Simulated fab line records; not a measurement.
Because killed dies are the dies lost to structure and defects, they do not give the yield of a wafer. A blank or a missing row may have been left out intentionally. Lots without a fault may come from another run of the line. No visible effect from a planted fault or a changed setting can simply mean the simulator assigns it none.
Code-filled problem report in 8D (eight disciplines) form ; flow sky130 ; the parts of the form that need people (team, actions taken, sign-off) are left out

== 1. THE PROBLEM ==
Mean of chamberPressurePa at SKY_METAL3_SPUTTER_02: 0.3498 Pa across 6 wafers in 2 lots; on wafers with no fault it is 0.4000 Pa (standard deviation 0.00081). Measured from the usual mean, that is -62 standard deviations.
The step: material AlCu, target thk 735 nm, time 39.1 s.
The first sign was on wafer L587.2 at day 39 22:59, on pvdSputter-03. The record has a number at this step for 36 wafers belonging to 12 lots. By rule, "out" or "out of limits" means more than 4 standard deviations away from the usual mean. Any other wafer with a number is counted as sound.

== 2. WHAT IT IS AND WHAT IT IS NOT ==
question;is;is not
which readings at this step;chamberPressurePa;-
which lots;L587, L588;L579, L580, L581, L582, L584, L589, L592, L593, L595, L600
which wafers of those lots;all that have a number;-
read on which tools;pvdSputter-03;pvdSputter-01, pvdSputter-04
when;from day 39 22:59;"up to then (15 sound wafers); but 15 sound wafers of L589, L592, L593, L595, L600 came after"

== 3. THE SUSPECTS, EACH WITH WHAT RULES IT OUT ==
Counting: a tool at a process step up to the reading stays a suspect if it ran every lot that is out and no sound lot after the first of them.
- pvdSputter-03 at SKY_METAL3_SPUTTER_02 (material AlCu, target thk 735 nm, time 39.1 s): kept. Every lot that is out went through it, starting with L587 (day 39 22:59), and after that it ran no sound lot; the last sound lot it ran before then is L582 (day 38 03:26). Out on those wafers are its own readings of chamberPressurePa.
Left after counting: pvdSputter-03 at SKY_METAL3_SPUTTER_02.

== 4. THE CAUSE (what the simulator had put in) ==
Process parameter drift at SKY_METAL3_SPUTTER_02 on pvdSputter-03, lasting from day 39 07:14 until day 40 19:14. Setting chamberPressurePa shifted by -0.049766 from 0.4. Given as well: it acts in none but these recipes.
Counting left only this tool.

== 5. SEQUENCE OF EFFECTS, ordered by route ==
Each row: a reading where the mean over the struck wafers with a number is more than 3 standard deviations away from the usual. Scope: only readings with a usual standard deviation given in the record; hours: median across lots of the time from each lot's start at the first step in this table that gives one to its start at this step; sigmas: change in usual standard deviations.
hours;step;reading;usual;on struck wafers;change;sigmas
0;SKY_METAL3_SPUTTER_02;chamberPressurePa;0.4000 Pa;0.3498;-0.0502;-62
Its process steps:
- SKY_METAL3_SPUTTER_02: material AlCu, target thk 735 nm, time 39.1 s.

== 6. WHAT WOULD HAVE CAUGHT IT SOONER ==
In this record the first reading out of limits was taken at day 39 22:59, 16 hours after the fault began at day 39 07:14.
